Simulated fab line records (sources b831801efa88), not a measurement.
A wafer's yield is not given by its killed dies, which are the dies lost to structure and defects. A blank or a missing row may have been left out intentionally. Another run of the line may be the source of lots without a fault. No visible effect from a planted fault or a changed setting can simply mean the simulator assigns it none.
Which tool was responsible? || flow sfq_line || 14 lots, 42 wafers sampled, at 4 steps of a route of 325

## WHAT THE GAUGES READ, wafer by wafer
SFQ_R5_OVL_MEAS_935. Usual: R5_OVL -1 nm, standard deviation 4.9.
{"lot": "L137", "measured": "day 60 07:28", "on": "overlay-01", "R5_OVL (nm)": "-3 -5 -3", "flag": ""}
{"lot": "L138", "measured": "day 64 02:48", "on": "overlay-01", "R5_OVL (nm)": "-2 4 3", "flag": ""}
{"lot": "L139", "measured": "day 64 04:07", "on": "overlay-01", "R5_OVL (nm)": "-3 1 0", "flag": ""}
{"lot": "L140", "measured": "day 64 05:21", "on": "overlay-01", "R5_OVL (nm)": "3 6 1", "flag": ""}
{"lot": "L141", "measured": "day 64 06:32", "on": "overlay-01", "R5_OVL (nm)": "-4 -10 -4", "flag": ""}
{"lot": "L142", "measured": "day 64 07:43", "on": "overlay-01", "R5_OVL (nm)": "-1 3 5", "flag": ""}
{"lot": "L143", "measured": "day 64 18:19", "on": "overlay-02", "R5_OVL (nm)": "-12 -12 -11", "flag": ""}
{"lot": "L144", "measured": "day 65 03:16", "on": "overlay-01", "R5_OVL (nm)": "2 1 1", "flag": ""}
{"lot": "L145", "measured": "day 66 08:07", "on": "overlay-02", "R5_OVL (nm)": "5 1 4", "flag": ""}
{"lot": "L146", "measured": "day 66 11:41", "on": "overlay-01", "R5_OVL (nm)": "4 0 2", "flag": ""}
{"lot": "L147", "measured": "day 69 01:55", "on": "overlay-02", "R5_OVL (nm)": "-1 -5 -11", "flag": ""}
{"lot": "L158", "measured": "day 79 06:41", "on": "overlay-02", "R5_OVL (nm)": "-4 -4 2", "flag": ""}
{"lot": "L159", "measured": "day 79 16:24", "on": "overlay-01", "R5_OVL (nm)": "-10 -3 -2", "flag": ""}
{"lot": "L160", "measured": "day 79 18:48", "on": "overlay-01", "R5_OVL (nm)": "-4 -2 0", "flag": ""}

SFQ_I7_BOW_MEAS_946. Usual: I7_BOW 8 um, standard deviation 11.
{"lot": "L137", "measured": "day 71 22:34", "on": "film_metro-04", "I7_BOW (um)": "-2 -6 5", "flag": ""}
{"lot": "L138", "measured": "day 72 05:09", "on": "film_metro-02", "I7_BOW (um)": "-1 -2 -2", "flag": ""}
{"lot": "L139", "measured": "day 73 03:45", "on": "film_metro-04", "I7_BOW (um)": "0 -15 -7", "flag": ""}
{"lot": "L140", "measured": "day 73 04:57", "on": "film_metro-02", "I7_BOW (um)": "-4 15 15", "flag": ""}
{"lot": "L141", "measured": "day 73 06:47", "on": "film_metro-03", "I7_BOW (um)": "24 12 24", "flag": ""}
{"lot": "L142", "measured": "day 73 07:57", "on": "film_metro-04", "I7_BOW (um)": "17 5 13", "flag": ""}
{"lot": "L143", "measured": "day 76 03:43", "on": "film_metro-04", "I7_BOW (um)": "6 12 -5", "flag": ""}
{"lot": "L144", "measured": "day 76 11:03", "on": "film_metro-03", "I7_BOW (um)": "-3 0 0", "flag": ""}
{"lot": "L145", "measured": "day 76 06:44", "on": "film_metro-04", "I7_BOW (um)": "9 18 12", "flag": ""}
{"lot": "L146", "measured": "day 76 14:04", "on": "film_metro-02", "I7_BOW (um)": "14 18 21", "flag": ""}
{"lot": "L147", "measured": "day 81 15:19", "on": "film_metro-04", "I7_BOW (um)": "-11 -5 2", "flag": ""}
{"lot": "L158", "measured": "day 89 12:16", "on": "film_metro-02", "I7_BOW (um)": "-2 10 9", "flag": ""}
{"lot": "L159", "measured": "day 89 18:15", "on": "film_metro-03", "I7_BOW (um)": "28 21 15", "flag": ""}
{"lot": "L160", "measured": "day 90 09:24", "on": "film_metro-04", "I7_BOW (um)": "15 6 4", "flag": ""}

SFQ_M8_BOW_MEAS_951. Usual: M8_BOW 9 um, standard deviation 11.
{"lot": "L137", "measured": "day 76 15:52", "on": "film_metro-01", "M8_BOW (um)": "-2 -4 5", "flag": ""}
{"lot": "L138", "measured": "day 76 21:52", "on": "film_metro-01", "M8_BOW (um)": "1 1 1", "flag": ""}
{"lot": "L139", "measured": "day 77 20:47", "on": "film_metro-04", "M8_BOW (um)": "1 -12 -6", "flag": ""}
{"lot": "L140", "measured": "day 78 09:35", "on": "film_metro-01", "M8_BOW (um)": "-2 17 16", "flag": ""}
{"lot": "L141", "measured": "day 78 12:01", "on": "film_metro-04", "M8_BOW (um)": "26 13 26", "flag": ""}
{"lot": "L142", "measured": "day 78 13:11", "on": "film_metro-03", "M8_BOW (um)": "19 6 15", "flag": ""}
{"lot": "L143", "measured": "day 80 06:54", "on": "film_metro-03", "M8_BOW (um)": "6 11 -3", "flag": ""}
{"lot": "L144", "measured": "day 80 23:08", "on": "film_metro-03", "M8_BOW (um)": "-3 2 -1", "flag": ""}
{"lot": "L145", "measured": "day 80 21:57", "on": "film_metro-01", "M8_BOW (um)": "10 19 13", "flag": ""}
{"lot": "L146", "measured": "day 81 00:21", "on": "film_metro-03", "M8_BOW (um)": "15 18 21", "flag": ""}
{"lot": "L147", "measured": "day 83 05:10", "on": "film_metro-04", "M8_BOW (um)": "-9 -3 2", "flag": ""}
{"lot": "L158", "measured": "day 89 21:58", "on": "film_metro-04", "M8_BOW (um)": "0 11 10", "flag": ""}
{"lot": "L159", "measured": "day 90 02:55", "on": "film_metro-04", "M8_BOW (um)": "29 21 16", "flag": ""}
{"lot": "L160", "measured": "day 93 11:20", "on": "film_metro-03", "M8_BOW (um)": "15 7 4", "flag": ""}

## WHICH TOOL RAN EACH LOT (tool, then ch and the chambers of the sampled wafers, then the start)
{"lot": "L137", "SFQ_TRILAYER_M8_LITHO_DEVELOP_195": "litho_track-02 ch 0, day 76 14:35"}
{"lot": "L138", "SFQ_TRILAYER_M8_LITHO_DEVELOP_195": "litho_track-03 ch 0, day 76 20:35"}
{"lot": "L139", "SFQ_TRILAYER_M8_LITHO_DEVELOP_195": "litho_track-01 ch 0, day 77 19:31"}
{"lot": "L140", "SFQ_TRILAYER_M8_LITHO_DEVELOP_195": "litho_track-03 ch 0, day 78 08:17"}
{"lot": "L141", "SFQ_TRILAYER_M8_LITHO_DEVELOP_195": "litho_track-01 ch 0, day 78 10:44"}
{"lot": "L142", "SFQ_TRILAYER_M8_LITHO_DEVELOP_195": "litho_track-01 ch 0, day 78 11:53"}
{"lot": "L143", "SFQ_TRILAYER_M8_LITHO_DEVELOP_195": "litho_track-01 ch 0, day 80 05:37"}
{"lot": "L144", "SFQ_TRILAYER_M8_LITHO_DEVELOP_195": "litho_track-03 ch 0, day 80 21:52"}
{"lot": "L145", "SFQ_TRILAYER_M8_LITHO_DEVELOP_195": "litho_track-03 ch 0, day 80 20:41"}
{"lot": "L146", "SFQ_TRILAYER_M8_LITHO_DEVELOP_195": "litho_track-03 ch 0, day 80 23:05"}
{"lot": "L147", "SFQ_TRILAYER_M8_LITHO_DEVELOP_195": "litho_track-03 ch 0, day 83 03:54"}
{"lot": "L158", "SFQ_TRILAYER_M8_LITHO_DEVELOP_195": "litho_track-02, day 89 20:42"}
{"lot": "L159", "SFQ_TRILAYER_M8_LITHO_DEVELOP_195": "litho_track-01, day 90 01:38"}
{"lot": "L160", "SFQ_TRILAYER_M8_LITHO_DEVELOP_195": "litho_track-02 ch 0, day 93 10:04"}
- SFQ_TRILAYER_M8_LITHO_DEVELOP_195: img clear 15 s, time 55 s.

## WHAT THE TOOLS THEMSELVES READ (means of the sampled wafers that have a number; where no wafer has one, the mark that the record gives instead)
SFQ_TRILAYER_M8_LITHO_DEVELOP_195. Usual: chill_plate_temp_C 23.00 C, standard deviation 0.11; exhaust_pa 45.0 Pa, standard deviation 0.78.
{"lot": "L137", "tool": "litho_track-02", "chill_plate_temp_C (C)": 23.07, "exhaust_pa (Pa)": 44.9, "flag": ""}
{"lot": "L138", "tool": "litho_track-03", "chill_plate_temp_C (C)": 22.95, "exhaust_pa (Pa)": 44.7, "flag": ""}
{"lot": "L139", "tool": "litho_track-01", "chill_plate_temp_C (C)": 22.88, "exhaust_pa (Pa)": 44.7, "flag": ""}
{"lot": "L140", "tool": "litho_track-03", "chill_plate_temp_C (C)": 22.86, "exhaust_pa (Pa)": 45.4, "flag": ""}
{"lot": "L141", "tool": "litho_track-01", "chill_plate_temp_C (C)": 23.10, "exhaust_pa (Pa)": 44.9, "flag": ""}
{"lot": "L142", "tool": "litho_track-01", "chill_plate_temp_C (C)": 22.88, "exhaust_pa (Pa)": 45.4, "flag": ""}
{"lot": "L143", "tool": "litho_track-01", "chill_plate_temp_C (C)": 22.90, "exhaust_pa (Pa)": 45.9, "flag": ""}
{"lot": "L144", "tool": "litho_track-03", "chill_plate_temp_C (C)": 22.82, "exhaust_pa (Pa)": 46.1, "flag": ""}
{"lot": "L145", "tool": "litho_track-03", "chill_plate_temp_C (C)": 22.91, "exhaust_pa (Pa)": 45.1, "flag": ""}
{"lot": "L146", "tool": "litho_track-03", "chill_plate_temp_C (C)": 22.98, "exhaust_pa (Pa)": 44.7, "flag": ""}
{"lot": "L147", "tool": "litho_track-03", "chill_plate_temp_C (C)": 23.02, "exhaust_pa (Pa)": 44.0, "flag": ""}
{"lot": "L158", "tool": "litho_track-02", "chill_plate_temp_C (C)": "-", "exhaust_pa (Pa)": "-", "flag": "OFF"}
{"lot": "L159", "tool": "litho_track-01", "chill_plate_temp_C (C)": "-", "exhaust_pa (Pa)": "-", "flag": "OFF"}
{"lot": "L160", "tool": "litho_track-02", "chill_plate_temp_C (C)": 23.12, "exhaust_pa (Pa)": 45.3, "flag": ""}

## THE ANSWER, worked out from the rows above alone
Rule: a lot is off if the mean of its wafers that have a number lies more than 3 standard deviations from the usual mean. Also off: a lot with no number at a reading for which 4 or more lots have one. The other lots that the step has rows for count as sound. Order of review: gauges by route order, followed by the tools' own readings, for which a lot's mean as printed above is used. The first step at which some lot is off is used, and at that step the reading that is off furthest; a lot without a number counts as furthest.
Off at SFQ_TRILAYER_M8_LITHO_DEVELOP_195 (chill_plate_temp_C): L158, L159. Without a number there: L158, L159.
If a tool, at that step or one of the process steps before it, ran each lot that is off and ran no sound lot following the first of them, it fits. None of those tried fits.

## WHAT THE SIMULATOR PUT IN
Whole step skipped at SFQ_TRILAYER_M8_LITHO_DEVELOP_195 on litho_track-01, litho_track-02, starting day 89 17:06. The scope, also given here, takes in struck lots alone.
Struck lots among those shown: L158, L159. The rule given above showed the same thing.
